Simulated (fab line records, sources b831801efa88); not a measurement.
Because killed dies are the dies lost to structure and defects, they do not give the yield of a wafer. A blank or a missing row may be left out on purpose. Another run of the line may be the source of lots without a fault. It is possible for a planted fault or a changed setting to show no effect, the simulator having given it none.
The tool behind it: which one?	flow sky130	24 lots, 72 wafers sampled, at 6 steps of a route of 708

WHAT THE GAUGES READ, wafer by wafer
The record lacks any reading of a measuring or inspecting step that a usual standard deviation could be used to judge.

EACH LOT AND THE TOOL THAT RAN IT (in order: tool; ch and the chambers of the sampled wafers; start)
lot	SKY_SONOS_ONO_ETCH_15	SKY_LI_CONTACT_ETCH_15	SKY_CONTACT_CMP_27	SKY_METAL1_SPUTTER_01	SKY_METAL1_ETCH_18	SKY_VIA1_SPUTTER_20
L074	rie diel-04 ch 0,3, day 12 18:08	rie diel-04 ch 0,1, day 29 10:02	cmp-01 ch 0,1,3, day 31 21:20	pvd sputter-04, day 31 21:39	rie metal-03 ch 0,1, day 33 00:17	pvd sputter-03, day 34 03:34
L075	rie diel-03 ch 2,3, day 13 05:50	rie diel-03 ch 0,2,3, day 29 19:57	cmp-01 ch 1,2,3, day 32 06:35	pvd sputter-04, day 32 06:48	rie metal-04 ch 0,1, day 33 09:16	pvd sputter-03, day 34 11:26
L077	rie diel-02 ch 0,1, day 14 05:29	rie diel-03 ch 0,3, day 30 17:38	cmp-02 ch 0,1,3, day 33 03:13	pvd sputter-02, day 33 03:24	rie metal-04 ch 0,1, day 34 04:08	pvd sputter-03, day 35 06:16
L076	rie diel-03 ch 0,2,3, day 14 08:32	rie diel-04 ch 0,1,2, day 30 22:38	cmp-02 ch 1,2,3, day 33 08:47	pvd sputter-04, day 33 09:00	rie metal-03 ch 0,1, day 34 10:09	pvd sputter-03, day 35 11:52
L079	rie diel-03 ch 0,2,3, day 14 18:20	rie diel-02 ch 1,2,3, day 31 08:32	cmp-01 ch 0,2, day 33 17:06	pvd sputter-03, day 33 17:25	rie metal-01 ch 0,1, day 34 17:35	pvd sputter-03, day 35 19:37
L078	rie diel-02 ch 1,2, day 14 18:29	rie diel-02 ch 1,3, day 31 07:23	cmp-01 ch 0,3, day 33 16:30	pvd sputter-02, day 33 16:49	rie metal-04 ch 0, day 34 16:22	pvd sputter-02, day 35 18:07
L080	rie diel-02 ch 1,2,3, day 15 00:15	rie diel-02 ch 0,1,2, day 31 18:26	cmp-01 ch 0,3, day 34 01:19	pvd sputter-02, day 34 01:35	rie metal-04 ch 0,1, day 35 01:42	pvd sputter-01, day 36 05:34
L081	rie diel-03 ch 0,2,3, day 15 16:02	rie diel-02 ch 0,2, day 32 04:41	cmp-01 ch 0,2, day 34 11:29	pvd sputter-04, day 34 11:48	rie metal-01 ch 0,1, day 35 11:34	pvd sputter-01, day 36 15:41
L082	rie diel-04 ch 1,2,3, day 16 03:41	rie diel-02 ch 0,2, day 32 17:05	cmp-02 ch 0,2, day 34 21:55	pvd sputter-03, day 34 22:11	rie metal-01 ch 0,1, day 36 00:29	pvd sputter-03, day 37 02:28
L083	rie diel-04 ch 0,1,2, day 16 07:26	rie diel-03 ch 0,1,3, day 32 23:14	cmp-01 ch 1,3, day 35 03:52	pvd sputter-04, day 35 04:12	rie metal-04 ch 0,1, day 36 06:09	pvd sputter-01, day 37 10:20
L084	rie diel-04 ch 0,2,3, day 16 17:56	rie diel-02 ch 0,2,3, day 33 06:17	cmp-01 ch 0,2,3, day 35 11:01	pvd sputter-02, day 35 11:11	rie metal-03 ch 0,1, day 36 13:20	pvd sputter-03, day 37 17:08
L085	rie diel-04 ch 1,2,3, day 17 02:48	rie diel-03 ch 0,1,2, day 33 18:29	cmp-01 ch 1,2,3, day 35 23:13	pvd sputter-04, day 35 23:26	rie metal-04 ch 0, day 37 01:23	pvd sputter-02, day 38 04:35
L086	rie diel-04 ch 1,2,3, day 17 09:23	rie diel-03 ch 0,1,2, day 33 22:02	cmp-01 ch 0,1,2, day 36 03:40	pvd sputter-02, day 36 03:53	rie metal-04 ch 0,1, day 37 06:26	pvd sputter-03, day 38 09:24
L087	rie diel-03 ch 1,2, day 17 23:57	rie diel-02 ch 2,3, day 34 03:30	cmp-02 ch 0,1,3, day 36 09:24	pvd sputter-04, day 36 09:40	rie metal-04 ch 0,1, day 37 12:01	pvd sputter-03, day 38 15:14
L088	rie diel-03 ch 0,1, day 18 06:12	rie diel-02 ch 0,2, day 34 11:53	cmp-01 ch 0,1, day 36 17:59	pvd sputter-03, day 36 18:15	rie metal-03 ch 0,1, day 37 20:11	pvd sputter-03, day 39 00:08
L089	rie diel-04 ch 0,1,3, day 18 14:51	rie diel-03 ch 1,3, day 34 17:32	cmp-02 ch 0,2,3, day 37 00:04	pvd sputter-02, day 37 00:20	rie metal-01 ch 0,1, day 38 02:26	pvd sputter-03, day 39 05:42
L090	rie diel-02 ch 0,2,3, day 19 00:59	rie diel-02 ch 2,3, day 35 01:39	cmp-01 ch 0,1,2, day 37 09:38	pvd sputter-03, day 37 09:54	rie metal-04 ch 0, day 38 11:55	pvd sputter-01, day 39 15:25
L091	rie diel-02 ch 0,1,2, day 19 09:42	rie diel-04 ch 1,2,3, day 35 06:47	cmp-02 ch 0,1,2, day 37 14:46	pvd sputter-02, day 37 15:02	rie metal-04 ch 0, day 38 16:41	pvd sputter-03, day 39 20:31
L092	rie diel-02 ch 0,1,3, day 19 16:29	rie diel-04 ch 0,1,3, day 35 14:08	cmp-02 ch 0,3, day 37 21:29	pvd sputter-03, day 37 21:48	rie metal-03 ch 0,1, day 39 00:02	pvd sputter-02, day 40 06:28
L093	rie diel-04 ch 1,3, day 19 21:42	rie diel-04 ch 0,2, day 35 17:17	cmp-02 ch 1,2, day 38 00:36	pvd sputter-02, day 38 00:55	rie metal-01 ch 1, day 39 02:18	pvd sputter-03, day 40 07:34
L094	rie diel-04 ch 0,2, day 20 08:50	rie diel-04 ch 0,1,2, day 36 01:45	cmp-02 ch 1,2,3, day 38 06:52	pvd sputter-02, day 38 07:05	rie metal-01 ch 1, day 39 08:12	pvd sputter-02, day 40 11:55
L095	rie diel-04 ch 0,1,3, day 20 12:38	rie diel-02 ch 0,3, day 36 05:41	cmp-01 ch 0,1,2, day 38 13:53	pvd sputter-04, day 38 14:12	rie metal-04 ch 0,1, day 39 15:05	pvd sputter-01, day 40 17:49
L096	rie diel-03 ch 1,2,3, day 20 19:03	rie diel-02 ch 0,2,3, day 36 12:42	cmp-01 ch 0,2,3, day 38 18:06	pvd sputter-04, day 38 18:25	rie metal-04 ch 1, day 39 20:10	pvd sputter-01, day 40 22:53
L097	rie diel-04 ch 1,2,3, day 21 17:42	rie diel-02 ch 2,3, day 37 04:27	cmp-02 ch 0,1,3, day 39 09:43	pvd sputter-02, day 39 09:57	rie metal-04 ch 1, day 40 11:36	pvd sputter-03, day 41 14:01
- SKY_SONOS_ONO_ETCH_15: etches the open film in CHF3/O2, target depth 19.52 nm, time 7.8 s.
- SKY_LI_CONTACT_ETCH_15: etches PSG in C4F8/O2/Ar, stops on Si, target depth 600 nm.
- SKY_CONTACT_CMP_27: polishes, stops on SiO2, t overpolish 15 s, target thk 0 nm.
- SKY_METAL1_SPUTTER_01: material TiN, target thk 20 nm, time 16.7 s.
- SKY_METAL1_ETCH_18: etches BARC in N2/H2, stops on SiO2, time 45.9 s, target depth 60 nm.
- SKY_VIA1_SPUTTER_20: material TiN, target thk 20 nm, time 80 s.

WHAT THE TOOLS THEMSELVES READ (means of the sampled wafers that have a number; where no wafer has one, the mark that the record gives instead)
SKY_SONOS_ONO_ETCH_15. Usual: drypump motor current A 5.6 A, standard deviation 0.4; oes product au 1.000 a.u., standard deviation 0.016; throttle valve pct 8.825 %, standard deviation 0.01.
lot	tool	drypump motor current A (A)	oes product au (a.u.)	throttle valve pct (%)	flag
L074	rie diel-04	5.4	0.998	8.828	
L075	rie diel-03	6.2	1.002	8.827	
L077	rie diel-02	5.6	1.000	8.823	
L076	rie diel-03	5.8	0.983	8.829	
L079	rie diel-03	5.8	0.984	8.829	
L078	rie diel-02	5.4	1.003	8.838	
L080	rie diel-02	5.8	0.996	8.824	
L081	rie diel-03	5.8	0.994	8.816	
L082	rie diel-04	5.4	1.008	8.828	
L083	rie diel-04	5.4	1.003	8.825	
L084	rie diel-04	5.6	0.999	8.834	
L085	rie diel-04	5.4	1.003	8.817	
L086	rie diel-04	5.4	1.008	8.817	
L087	rie diel-03	5.5	1.014	8.834	
L088	rie diel-03	5.4	1.013	8.837	
L089	rie diel-04	5.3	0.993	8.817	
L090	rie diel-02	6.1	1.010	8.827	
L091	rie diel-02	5.7	1.012	8.834	
L092	rie diel-02	6.0	1.010	8.830	
L093	rie diel-04	5.1	1.011	8.824	
L094	rie diel-04	5.6	1.001	8.827	
L095	rie diel-04	5.4	0.995	8.825	
L096	rie diel-03	5.8	0.995	8.818	
L097	rie diel-04	5.4	1.011	8.817	

SKY_LI_CONTACT_ETCH_15. Usual: oes product au reads 0.837 a.u. (standard deviation 0.0045).
lot	tool	oes product au (a.u.)	flag
L074	rie diel-04	0.838	
L075	rie diel-03	0.839	
L077	rie diel-03	0.834	
L076	rie diel-04	0.836	
L079	rie diel-02	0.838	
L078	rie diel-02	0.836	
L080	rie diel-02	0.834	
L081	rie diel-02	0.837	
L082	rie diel-02	0.837	
L083	rie diel-03	0.837	
L084	rie diel-02	0.833	
L085	rie diel-03	0.837	
L086	rie diel-03	0.838	
L087	rie diel-02	0.835	
L088	rie diel-02	0.833	
L089	rie diel-03	0.838	
L090	rie diel-02	0.842	
L091	rie diel-04	0.836	
L092	rie diel-04	0.835	
L093	rie diel-04	0.841	
L094	rie diel-04	0.837	
L095	rie diel-02	0.836	
L096	rie diel-02	0.834	
L097	rie diel-02	0.839	

SKY_CONTACT_CMP_27. Usual: motor current A 10.8 A, standard deviation 1.1; overpolish run s 15.000 s, standard deviation 0.0081; slurry flow ml min 150.0, standard deviation 0.53; time to endpoint s 82 s, standard deviation 3.2.
lot	tool	motor current A (A)	overpolish run s (s)	slurry flow ml min	time to endpoint s (s)	flag
L074	cmp-01	10.8	14.998	149.9	80	
L075	cmp-01	9.8	14.994	149.8	80	
L077	cmp-02	11.2	14.997	150.2	87	
L076	cmp-02	11.4	14.997	150.4	87	
L079	cmp-01	9.6	15.001	149.8	77	
L078	cmp-01	11.4	14.996	150.1	82	
L080	cmp-01	11.2	14.998	149.4	79	
L081	cmp-01	9.5	14.996	149.6	79	
L082	cmp-02	11.5	15.005	149.9	80	
L083	cmp-01	10.5	15.004	150.4	81	
L084	cmp-01	10.5	15.000	149.7	80	
L085	cmp-01	9.8	15.006	150.4	82	
L086	cmp-01	9.9	15.006	150.1	88	
L087	cmp-02	11.1	15.011	150.5	82	
L088	cmp-01	10.8	14.996	150.2	83	
L089	cmp-02	11.5	14.997	149.8	83	
L090	cmp-01	10.1	15.006	150.3	85	
L091	cmp-02	11.2	15.003	149.6	79	
L092	cmp-02	11.1	14.996	149.6	81	
L093	cmp-02	11.7	14.994	149.6	81	
L094	cmp-02	11.6	14.999	150.3	82	
L095	cmp-01	10.4	14.993	149.9	84	
L096	cmp-01	10.1	15.005	150.3	85	
L097	cmp-02	11.2	15.003	150.0	80	

SKY_METAL1_SPUTTER_01. Usual: cathode dc power W 6500.2 W, standard deviation 1.1; chamber pressure pa 0.4001 Pa, standard deviation 0.00078; throttle valve pct 29.9 %, standard deviation 0.91.
lot	tool	cathode dc power W (W)	chamber pressure pa (Pa)	throttle valve pct (%)	flag
L074	pvd sputter-04	6501.2	0.4003	29.4	
L075	pvd sputter-04	6499.9	0.4004	29.1	
L077	pvd sputter-02	6501.1	0.3999	30.7	
L076	pvd sputter-04	6500.1	0.4005	29.2	
L079	pvd sputter-03	6500.4	0.3994	28.8	
L078	pvd sputter-02	6499.9	0.4001	29.8	
L080	pvd sputter-02	6500.1	0.3999	30.4	
L081	pvd sputter-04	6501.0	0.4001	29.5	
L082	pvd sputter-03	6499.7	0.4009	28.6	
L083	pvd sputter-04	6500.8	0.4001	29.2	
L084	pvd sputter-02	6499.9	0.4000	30.3	
L085	pvd sputter-04	6499.9	0.3995	29.0	
L086	pvd sputter-02	6501.0	0.3990	29.7	
L087	pvd sputter-04	6500.2	0.4004	29.7	
L088	pvd sputter-03	6500.2	0.4006	29.7	
L089	pvd sputter-02	6500.5	0.4014	30.9	
L090	pvd sputter-03	6500.0	0.4002	29.7	
L091	pvd sputter-02	6500.5	0.3996	30.7	
L092	pvd sputter-03	6499.3	0.4005	30.7	
L093	pvd sputter-02	6500.0	0.4002	30.5	
L094	pvd sputter-02	6500.7	0.4008	30.2	
L095	pvd sputter-04	6500.6	0.3998	29.4	
L096	pvd sputter-04	6500.6	0.4002	29.5	
L097	pvd sputter-02	6500.3	0.3998	31.1	

SKY_METAL1_ETCH_18. Usual: drypump motor current A 5.9 A, standard deviation 0.37; oes product au 0.854 a.u., standard deviation 0.0047; throttle valve pct 13.225 %, standard deviation 0.009.
lot	tool	drypump motor current A (A)	oes product au (a.u.)	throttle valve pct (%)	flag
L074	rie metal-03	5.7	0.851	13.223	
L075	rie metal-04	5.7	0.854	13.220	
L077	rie metal-04	5.7	0.854	13.232	
L076	rie metal-03	5.7	0.854	13.239	
L079	rie metal-01	6.0	0.853	13.222	
L078	rie metal-04	6.4	0.855	13.227	
L080	rie metal-04	5.7	0.856	13.229	
L081	rie metal-01	6.0	0.856	13.229	
L082	rie metal-01	5.9	0.856	13.227	
L083	rie metal-04	5.7	0.849	13.221	
L084	rie metal-03	5.9	0.856	13.232	
L085	rie metal-04	6.3	0.855	13.227	
L086	rie metal-04	5.7	0.858	13.218	
L087	rie metal-04	5.7	0.859	13.232	
L088	rie metal-03	5.7	0.856	13.230	
L089	rie metal-01	5.9	0.852	13.220	
L090	rie metal-04	6.4	0.860	13.215	
L091	rie metal-04	6.4	0.852	13.225	
L092	rie metal-03	5.7	0.850	13.224	
L093	rie metal-01	6.0	0.857	13.227	
L094	rie metal-01	6.0	0.860	13.221	
L095	rie metal-04	5.7	0.856	13.224	
L096	rie metal-04	5.4	0.854	13.225	
L097	rie metal-04	5.4	0.852	13.233	

SKY_VIA1_SPUTTER_20. Usual: cathode dc power W 4000.0 W, standard deviation 0.75; chamber pressure pa 5.000 Pa, standard deviation 0.011; throttle valve pct 30.0 %, standard deviation 1.3.
lot	tool	cathode dc power W (W)	chamber pressure pa (Pa)	throttle valve pct (%)	flag
L074	pvd sputter-03	4000.0	4.990	29.0	
L075	pvd sputter-03	3999.3	5.003	30.5	
L077	pvd sputter-03	3999.5	5.011	30.0	
L076	pvd sputter-03	4000.6	4.999	30.6	
L079	pvd sputter-03	4000.3	4.988	31.4	
L078	pvd sputter-02	3999.6	5.009	30.2	
L080	pvd sputter-01	3999.5	5.007	29.5	
L081	pvd sputter-01	3999.9	4.993	29.6	
L082	pvd sputter-03	4000.8	5.003	30.4	
L083	pvd sputter-01	3999.7	4.997	29.3	
L084	pvd sputter-03	4000.2	4.996	30.1	
L085	pvd sputter-02	4000.1	4.999	29.8	
L086	pvd sputter-03	3999.5	5.005	31.0	
L087	pvd sputter-03	3999.9	4.995	30.8	
L088	pvd sputter-03	4000.5	4.985	29.3	
L089	pvd sputter-03	3999.7	4.995	29.9	
L090	pvd sputter-01	4000.5	5.003	29.4	
L091	pvd sputter-03	4000.0	4.987	30.3	
L092	pvd sputter-02	4000.4	5.008	30.5	
L093	pvd sputter-03	3999.7	5.007	29.9	
L094	pvd sputter-02	4000.0	5.008	30.4	
L095	pvd sputter-01	3999.6	5.006	30.4	
L096	pvd sputter-01	3999.4	4.994	29.5	
L097	pvd sputter-03	4000.2	5.008	29.2	

THE ANSWER, worked out from the rows above alone
Rule: a lot is off if the mean of its wafers that have a number lies more than 3 standard deviations from the usual mean. A lot without any number at a reading at which 4 lots or more have one is off too. All remaining lots with rows at the step are treated as sound. First the gauges in route order, then the tools' own readings, where a lot's mean is used as printed above. The first step at which some lot is off is used, and at that step the reading that is off furthest; a lot without a number counts as furthest.
Nothing can be told from this: no lot is off at any reading shown.

WHAT HAD BEEN PUT IN BY THE SIMULATOR
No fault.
